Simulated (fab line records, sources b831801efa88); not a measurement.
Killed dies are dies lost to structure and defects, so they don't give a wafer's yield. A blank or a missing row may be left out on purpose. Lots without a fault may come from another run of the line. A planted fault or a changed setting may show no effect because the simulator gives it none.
Which tool did it? | flow gf180mcu | 24 lots, 72 wafers sampled, at 5 steps of a route of 602

WHAT THE GAUGES READ, wafer by wafer
GF_M2_RS_MEAS_05: measures by four-point-probe.
lot  | measured     | on            | M2_ALCU_RS (ohm/sq)
L074 | day 18 05:50 | film_metro-02 | 0.0690 0.0700 0.0687
L075 | day 18 11:44 | film_metro-03 | 0.0693 0.0690 0.0694
L076 | day 18 19:56 | film_metro-02 | 0.0692 0.0697 0.0703
L077 | day 19 07:43 | film_metro-04 | 0.0697 0.0684 0.0692
L078 | day 19 17:07 | film_metro-03 | 0.0688 0.0696 0.0696
L079 | day 20 02:52 | film_metro-02 | 0.0678 0.0686 0.0684
L080 | day 20 18:11 | film_metro-04 | 0.0687 0.0685 0.0688
L081 | day 20 20:29 | film_metro-03 | 0.0688 0.0687 0.0683
L082 | day 21 09:55 | film_metro-02 | 0.0701 0.0700 0.0704
L083 | day 21 19:50 | film_metro-03 | 0.0693 0.0686 0.0692
L084 | day 22 01:50 | film_metro-03 | 0.0697 0.0693 0.0696
L085 | day 22 10:52 | film_metro-02 | 0.0703 0.0702 0.0698
L086 | day 22 18:51 | film_metro-03 | 0.0694 0.0690 0.0694
L087 | day 22 22:19 | film_metro-04 | 0.0699 0.0700 0.0702
L088 | day 23 12:20 | film_metro-02 | 0.0686 0.0698 0.0691
L089 | day 23 17:37 | film_metro-04 | 0.0693 0.0699 0.0695
L090 | day 24 05:22 | film_metro-04 | 0.0690 0.0700 0.0691
L091 | day 24 08:28 | film_metro-02 | 0.0698 0.0714 0.0699
L092 | day 25 01:14 | film_metro-02 | 0.0687 0.0694 0.0696
L093 | day 25 02:01 | film_metro-02 | 0.0708 0.0697 0.0704
L094 | day 25 10:52 | film_metro-04 | 0.0703 0.0707 0.0701
L095 | day 25 16:37 | film_metro-03 | 0.0706 0.0703 0.0712
L096 | day 26 02:28 | film_metro-04 | 0.0682 0.0688 0.0683
L097 | day 26 09:26 | film_metro-03 | 0.0703 0.0705 0.0700

GF_V3_THK_MEAS_25: measures by xrf.
lot  | measured     | on            | V3_W_THK (nm)
L074 | day 22 12:35 | film_metro-01 | 350 345 351
L075 | day 22 22:07 | film_metro-02 | 349 352 353
L076 | day 23 01:52 | film_metro-03 | 344 345 345
L077 | day 23 13:17 | film_metro-02 | 361 356 355
L078 | day 23 21:07 | film_metro-02 | 348 349 354
L079 | day 24 05:10 | film_metro-02 | 349 355 352
L080 | day 24 19:43 | film_metro-01 | 347 350 346
L081 | day 24 23:28 | film_metro-02 | 351 356 351
L082 | day 25 08:59 | film_metro-02 | 363 354 359
L083 | day 25 21:52 | film_metro-03 | 359 358 349
L084 | day 26 01:31 | film_metro-02 | 345 354 353
L085 | day 26 06:58 | film_metro-01 | 344 344 349
L086 | day 26 16:52 | film_metro-03 | 352 353 350
L087 | day 26 20:44 | film_metro-02 | 348 354 357
L088 | day 27 06:10 | film_metro-01 | 356 347 346
L089 | day 27 11:28 | film_metro-01 | 355 352 350
L090 | day 27 23:50 | film_metro-03 | 356 354 353
L091 | day 28 02:01 | film_metro-02 | 355 346 355
L092 | day 28 19:53 | film_metro-02 | 348 353 351
L093 | day 28 19:54 | film_metro-03 | 351 353 348
L094 | day 29 00:37 | film_metro-02 | 351 351 350
L095 | day 29 06:35 | film_metro-02 | 352 354 349
L096 | day 29 15:17 | film_metro-03 | 347 343 346
L097 | day 29 22:07 | film_metro-02 | 348 345 347

GF_V4_THK_MEAS_25: measures by xrf.
lot  | measured     | on            | V4_W_THK (nm)
L074 | day 24 13:22 | film_metro-01 | 353 349 347
L075 | day 24 22:35 | film_metro-03 | 342 342 339
L076 | day 25 00:46 | film_metro-03 | 356 356 354
L077 | day 25 11:13 | film_metro-04 | 347 346 341
L078 | day 25 21:31 | film_metro-01 | 353 355 352
L079 | day 26 04:01 | film_metro-03 | 350 348 355
L080 | day 26 17:11 | film_metro-04 | 348 347 349
L081 | day 26 21:50 | film_metro-04 | 352 351 353
L082 | day 27 05:46 | film_metro-03 | 348 356 351
L083 | day 27 17:26 | film_metro-03 | 356 358 360
L084 | day 27 21:41 | film_metro-01 | 348 348 348
L085 | day 28 02:23 | film_metro-01 | 349 354 353
L086 | day 28 12:23 | film_metro-01 | 348 352 346
L087 | day 28 14:19 | film_metro-03 | 341 348 351
L088 | day 29 00:00 | film_metro-03 | 347 344 349
L089 | day 29 06:13 | film_metro-01 | 356 358 352
L090 | day 29 17:08 | film_metro-04 | 347 344 345
L091 | day 29 19:43 | film_metro-01 | 350 351 345
L092 | day 30 12:58 | film_metro-03 | 345 348 345
L093 | day 30 13:10 | film_metro-04 | 345 340 349
L094 | day 30 17:41 | film_metro-04 | 349 349 344
L095 | day 30 22:58 | film_metro-01 | 347 350 351
L096 | day 31 07:00 | film_metro-01 | 341 347 347
L097 | day 31 12:52 | film_metro-04 | 343 345 345

GF_V5_BOW_MEAS_05.
lot  | measured     | on            | V5_BOW (um)
L074 | day 26 09:28 | film_metro-02 | 143 143 139
L075 | day 26 21:46 | film_metro-03 | 131 138 131
L076 | day 26 22:17 | film_metro-01 | 152 142 133
L077 | day 27 07:05 | film_metro-02 | 127 118 128
L078 | day 27 16:36 | film_metro-01 | 135 131 142
L079 | day 27 23:40 | film_metro-01 | 161 153 157
L080 | day 28 12:20 | film_metro-03 | 144 146 153
L081 | day 28 16:41 | film_metro-03 | 127 136 146
L082 | day 28 22:35 | film_metro-02 | 141 129 136
L083 | day 29 10:21 | film_metro-02 | 145 132 138
L084 | day 29 14:53 | film_metro-02 | 157 135 142
L085 | day 29 19:17 | film_metro-01 | 129 135 135
L086 | day 30 05:11 | film_metro-02 | 129 129 120
L087 | day 30 07:08 | film_metro-01 | 152 155 135
L088 | day 30 16:02 | film_metro-01 | 139 146 142
L089 | day 30 21:31 | film_metro-02 | 111 109 106
L090 | day 31 07:38 | film_metro-01 | 155 135 140
L091 | day 31 10:43 | film_metro-03 | 123 131 136
L092 | day 32 02:28 | film_metro-03 | 129 139 130
L093 | day 32 03:05 | film_metro-03 | 124 126 112
L094 | day 32 07:01 | film_metro-02 | 125 131 128
L095 | day 32 12:07 | film_metro-02 | 128 119 132
L096 | day 32 19:13 | film_metro-03 | 139 128 125
L097 | day 33 00:27 | film_metro-01 | 120 125 137

WHICH TOOL RAN EACH LOT (tool, then ch and the chambers of the sampled wafers, then the start)
lot  | GF_M4_METAL_ETCH_16
L074 | rie_metal-04 ch 0,1, day 23 12:13
L075 | rie_metal-03 ch 1, day 23 21:29
L076 | rie_metal-04 ch 0,1, day 24 00:28
L077 | rie_metal-04 ch 0,1, day 24 12:23
L078 | rie_metal-02 ch 0,1, day 24 19:56
L079 | rie_metal-04 ch 0,1, day 25 04:07
L080 | rie_metal-04 ch 0, day 25 17:32
L081 | rie_metal-04 ch 0,1, day 25 22:49
L082 | rie_metal-04 ch 0,1, day 26 06:47
L083 | rie_metal-03 ch 0,1, day 26 18:56
L084 | rie_metal-03 ch 0,1, day 26 22:54
L085 | rie_metal-03 ch 0,1, day 27 04:09
L086 | rie_metal-02 ch 0, day 27 13:29
L087 | rie_metal-04 ch 1, day 27 16:47
L088 | rie_metal-04 ch 0, day 28 02:20
L089 | rie_metal-03 ch 0,1, day 28 08:19
L090 | rie_metal-03 ch 0,1, day 28 20:04
L091 | rie_metal-04 ch 0,1, day 28 21:41
L092 | rie_metal-02 ch 0,1, day 29 15:11
L093 | rie_metal-04 ch 0,1, day 29 15:39
L094 | rie_metal-02 ch 0,1, day 29 20:02
L095 | rie_metal-04 ch 0,1, day 30 02:23
L096 | rie_metal-02 ch 1, day 30 10:50
L097 | rie_metal-03 ch 0,1, day 30 16:52
- GF_M4_METAL_ETCH_16: etches the open film in Cl2/BCl3, stops on SiO2, target depth 627.5 nm, time 104.6 s.

WHAT THE TOOLS THEMSELVES READ (means of the sampled wafers that have a number; where no wafer has one, the mark that the record gives instead)
GF_M4_METAL_ETCH_16.
lot  | tool         | drypump_motor_current_A (A) | oes_product_au (a.u.) | throttle_valve_pct (%)
L074 | rie_metal-04 | 5.92                        | 0.974                 | 28.241
L075 | rie_metal-03 | 6.36                        | 0.974                 | 28.245
L076 | rie_metal-04 | 5.94                        | 0.973                 | 28.253
L077 | rie_metal-04 | 5.93                        | 0.963                 | 28.249
L078 | rie_metal-02 | 5.91                        | 0.970                 | 28.252
L079 | rie_metal-04 | 5.93                        | 0.966                 | 28.252
L080 | rie_metal-04 | 5.90                        | 0.973                 | 28.240
L081 | rie_metal-04 | 5.93                        | 0.970                 | 28.249
L082 | rie_metal-04 | 5.94                        | 0.969                 | 28.262
L083 | rie_metal-03 | 6.09                        | 0.971                 | 28.248
L084 | rie_metal-03 | 6.08                        | 0.979                 | 28.235
L085 | rie_metal-03 | 6.10                        | 0.982                 | 28.239
L086 | rie_metal-02 | 5.64                        | 0.969                 | 28.248
L087 | rie_metal-04 | 5.94                        | 0.966                 | 28.251
L088 | rie_metal-04 | 5.89                        | 0.965                 | 28.254
L089 | rie_metal-03 | 6.22                        | 0.975                 | 28.240
L090 | rie_metal-03 | 6.25                        | 0.976                 | 28.243
L091 | rie_metal-04 | 5.93                        | 0.972                 | 28.254
L092 | rie_metal-02 | 5.91                        | 0.977                 | 28.242
L093 | rie_metal-04 | 5.93                        | 0.973                 | 28.257
L094 | rie_metal-02 | 5.91                        | 0.979                 | 28.245
L095 | rie_metal-04 | 5.95                        | 0.969                 | 28.254
L096 | rie_metal-02 | 6.02                        | 0.973                 | 28.254
L097 | rie_metal-03 | 6.23                        | 0.972                 | 28.246

THE ANSWER, worked out from the rows above alone
Rule: what is usual is taken from the lots themselves. Put in order of their means at a reading, lots are off if they are a third of the lots or fewer, leave a main group of 4 or more, and stand apart from it by a gap of 3 or more times the standard deviation of the main group's means; of several such gaps the widest counts. A main group whose means are all the same, to the digits that the tables above print for the reading, isn't used. A lot without any number at a reading at which 4 lots or more have one is off too. The other lots that the step has rows for count as sound. The gauges are gone through in route order, then the tools' own readings, and for those a lot's mean is taken as printed above. The first step at which some lot is off is used, and at that step the reading that is off furthest; a lot without a number counts as furthest.
No lot is off at any reading shown: from this, nothing can be told.

WHAT THE SIMULATOR HAD PUT IN
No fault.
